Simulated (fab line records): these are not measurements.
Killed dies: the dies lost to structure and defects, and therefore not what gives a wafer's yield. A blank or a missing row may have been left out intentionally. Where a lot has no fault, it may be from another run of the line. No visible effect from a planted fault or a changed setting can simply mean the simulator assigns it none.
Which tool was responsible? / flow gf180mcu / 6 lots, 18 wafers sampled, at 4 steps of a route of 602

## WHAT THE GAUGES SHOWED, per wafer
GF_M2_RS_MEAS_05: uses a four-point probe to measure.
lot=L345; measured=day 19 16:32; on=filmMetro-03; M2_ALCU_RS (ohm/sq)=0.0703 0.0692 0.0708
lot=L356; measured=day 23 12:19; on=filmMetro-01; M2_ALCU_RS (ohm/sq)=0.0693 0.0705 0.0698
lot=L358; measured=day 24 02:07; on=filmMetro-02; M2_ALCU_RS (ohm/sq)=0.0693 0.0684 0.0680
lot=L360; measured=day 24 06:48; on=filmMetro-03; M2_ALCU_RS (ohm/sq)=0.0692 0.0695 0.0686
lot=L364; measured=day 25 07:37; on=filmMetro-01; M2_ALCU_RS (ohm/sq)=0.0707 0.0710 0.0706

## TOOL THAT RAN EACH LOT (tool first, then ch and the chambers of the sampled wafers, then the start)
lot=L345; GF_M1_SPUTTER_01=pvdSputter-02, day 17 13:41; GF_V1_CMP_26=cmp-02 ch 0,1,3, day 19 16:01; GF_M2_SPUTTER_02=pvdSputter-04, day 19 16:27
lot=L352; GF_M1_SPUTTER_01=pvdSputter-04, day 19 21:12; GF_V1_CMP_26=cmp-02 ch 2,3, day 21 23:41; GF_M2_SPUTTER_02=-
lot=L356; GF_M1_SPUTTER_01=pvdSputter-01, day 21 11:29; GF_V1_CMP_26=cmp-01 ch 1,2,3, day 23 11:53; GF_M2_SPUTTER_02=pvdSputter-04, day 23 12:13
lot=L358; GF_M1_SPUTTER_01=pvdSputter-02, day 22 01:15; GF_V1_CMP_26=cmp-02 ch 1,3, day 24 01:34; GF_M2_SPUTTER_02=pvdSputter-04, day 24 01:59
lot=L360; GF_M1_SPUTTER_01=pvdSputter-01, day 22 06:21; GF_V1_CMP_26=cmp-01 ch 0,2,3, day 24 06:19; GF_M2_SPUTTER_02=pvdSputter-01, day 24 06:41
lot=L364; GF_M1_SPUTTER_01=pvdSputter-02, day 23 09:03; GF_V1_CMP_26=cmp-02 ch 0,2,3, day 25 07:03; GF_M2_SPUTTER_02=pvdSputter-03, day 25 07:29
- GF_M1_SPUTTER_01: material TiN, target thk 30 nm, time 25 s.
- GF_V1_CMP_26: polishes, stops on SiO2, t overpolish 15 s, target thk 0 nm.
- GF_M2_SPUTTER_02: material AlCu, target thk 450 nm, time 23.9 s.

## THE ANSWER, worked out from the rows above alone
Rule: usual is defined by the lots themselves. The widest of any qualifying gaps counts: lots, ordered by their means at a reading, are off when they make up no more than a third of the lots, leave a main group of 4 or more, and stand apart from it by 3 or more times the standard deviation of that group's means. Not used: any main group whose means are identical at the precision the tables above print for the reading. Also off: a lot with no number at a reading for which 4 or more lots have one. All remaining lots with rows at the step are treated as sound.
Nothing can be told from this: no lot is off at any reading shown.

## WHAT WAS PUT IN BY THE SIMULATOR
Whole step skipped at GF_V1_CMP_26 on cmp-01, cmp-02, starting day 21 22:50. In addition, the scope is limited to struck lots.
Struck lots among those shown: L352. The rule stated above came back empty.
